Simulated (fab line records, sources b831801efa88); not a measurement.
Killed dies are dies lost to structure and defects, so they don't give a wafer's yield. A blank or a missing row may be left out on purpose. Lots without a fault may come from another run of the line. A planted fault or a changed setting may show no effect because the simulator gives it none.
Split-lot experiment | flow sfq_line | 5 lots, 23 wafers read, on a route of 325 steps

THE SPLIT
At SFQ_TRILAYER_L0_DEP_SPUTTER_003 (material MoNx KI, target thk 40 nm, time 100 s), the setting power_w was moved away from the recipe's 800 W on 10 of the 23 wafers read, by -11.5% to +11.4%. The other wafers ran this setting at the recipe's value.

FROM THE SPLIT TO THE READING: what the file shows between them, 8 steps
- SFQ_L0_RS_MEAS_901: measures by four-point-probe
- SFQ_L0_THK_MEAS_902: measures by xrf
- SFQ_TRILAYER_L0_LITHO_COAT_005: resist thk 600 nm (also split here: spin_rpm)
- SFQ_TRILAYER_L0_LITHO_SOFTBAKE_009
- SFQ_TRILAYER_L0_LITHO_EXPOSE_006: exposes mask L0, target cd 2000 nm
- SFQ_TRILAYER_L0_LITHO_PEB_008: peb time 59.02 s
- SFQ_TRILAYER_L0_LITHO_DEVELOP_007: time 60 s
- SFQ_TRILAYER_L0_BARC_OPEN_METAL_ETCH_010: etches BARC in O2, target depth 125 nm, time 41.7 s

THE READING
oes_product_au, in a.u., at SFQ_TRILAYER_L0_ETCH_METAL_ETCH_008 (etches MoNx KI in SF6/O2, stops on SiO2, target depth 50 nm, time 25 s). Fault-free wafers of this fab line usually give 0.876 a.u., standard deviation 0.0057 a.u..

wafer  | tool, chamber at the split | power_w as run, W | against the recipe | oes_product_au, a.u. | against lot-mates on the recipe
L074.1 | pvd_sputter-06, -          | 800               | recipe             | 0.879                | -
L074.2 | pvd_sputter-06, -          | 745.9             | -6.8%              | 0.835                | -0.049
L074.3 | pvd_sputter-06, -          | 745.9             | -6.8%              | 0.848                | -0.036
L074.4 | pvd_sputter-06, -          | 745.9             | -6.8%              | 0.838                | -0.046
L074.5 | pvd_sputter-06, -          | 800               | recipe             | 0.889                | -
L075.1 | pvd_sputter-04, -          | 891.1             | +11.4%             | 0.941                | +0.068
L075.3 | pvd_sputter-04, -          | 800               | recipe             | 0.868                | -
L075.4 | pvd_sputter-04, -          | 800               | recipe             | 0.877                | -
L075.5 | pvd_sputter-04, -          | 891.1             | +11.4%             | 0.929                | +0.056
L075.6 | pvd_sputter-04, -          | 891.1             | +11.4%             | 0.937                | +0.065
L079.1 | pvd_sputter-04, -          | 800               | recipe             | 0.866                | -
L079.2 | pvd_sputter-04, -          | 800               | recipe             | 0.866                | -
L079.5 | pvd_sputter-04, -          | 800               | recipe             | 0.877                | -
L082.1 | pvd_sputter-06, -          | 800               | recipe             | 0.872                | -
L082.2 | pvd_sputter-06, -          | 707.8             | -11.5%             | 0.826                | -0.051
L082.4 | pvd_sputter-06, -          | 800               | recipe             | 0.878                | -
L082.5 | pvd_sputter-06, -          | 800               | recipe             | 0.881                | -
L082.6 | pvd_sputter-06, -          | 707.8             | -11.5%             | 0.834                | -0.043
L085.1 | pvd_sputter-04, -          | 800               | recipe             | 0.876                | -
L085.2 | pvd_sputter-04, -          | 738.4             | -7.7%              | 0.836                | -0.039
L085.4 | pvd_sputter-04, -          | 800               | recipe             | 0.878                | -
L085.5 | pvd_sputter-04, -          | 800               | recipe             | 0.871                | -
L085.6 | pvd_sputter-04, -          | 738.4             | -7.7%              | 0.835                | -0.040

THE FIT
A straight line over all 23 wafers: oes_product_au changes by +0.00489 a.u. for each +1% of power_w; r = +0.98; the points scatter about the line by 0.0069 a.u..
The same after taking each lot's own level away (the mean of its wafers on the recipe; 23 wafers): +0.00522 a.u. for each +1%; r = +0.98; scatter 0.007 a.u..
On that fit, the largest move of power_w shifts the reading by 0.06 a.u..
The lots' own levels span 0.8697 to 0.8840 a.u., that is 2.5 times the standard deviation above.
So the lot-to-lot level changes the slope little: the two slopes agree.
Check: with one of the wafers moved furthest among these (-11.5%) left out of the fit, the line predicts -0.0612 a.u. for it against its lot-mates. It came out at -0.051 a.u. against them.

OTHER SPLITS ON THESE WAFERS
These wafers also went through other splits before the reading. Each is held against what the fit with the lots' levels taken away leaves over:
other split on the same wafers          | wafers away from the commonest value | r with oes_product_au (lot level and that fit taken away)
SFQ_TRILAYER_L0_LITHO_COAT_005 spin_rpm | 6                                    | +0.25

THE WHOLE CHAIN: every reading that the file lists as answering this split, in the file's order
step                                | what it does                                                           | reading                                                                                        | change (the file's fit)                   | r (the file's)
SFQ_TRILAYER_L0_DEP_SPUTTER_003     | material MoNx KI, target thk 40 nm, time 100 s                         | MoNx_KI_of_TRILAYER_L0_DEP_SPUTTER_003.thk_nm (the simulator's own value, which no gauge read) | +0.404 nm for each +1% of the setting     | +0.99
SFQ_L0_RS_MEAS_901                  | measures by four-point-probe                                           | L0_MONX_KI_RS                                                                                  | -0.448 for each +1% of the setting        | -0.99
SFQ_L0_THK_MEAS_902                 | measures by xrf                                                        | L0_MONX_KI_THK                                                                                 | +0.401 for each +1% of the setting        | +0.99
SFQ_TRILAYER_L0_ETCH_METAL_ETCH_008 | etches MoNx KI in SF6/O2, stops on SiO2, target depth 50 nm, time 25 s | oes_product_au                                                                                 | +0.00503 a.u. for each +1% of the setting | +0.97

THE FILE'S OWN FIT
oes_product_au changes by +0.00503 a.u. for each +1% of power_w, r = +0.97.
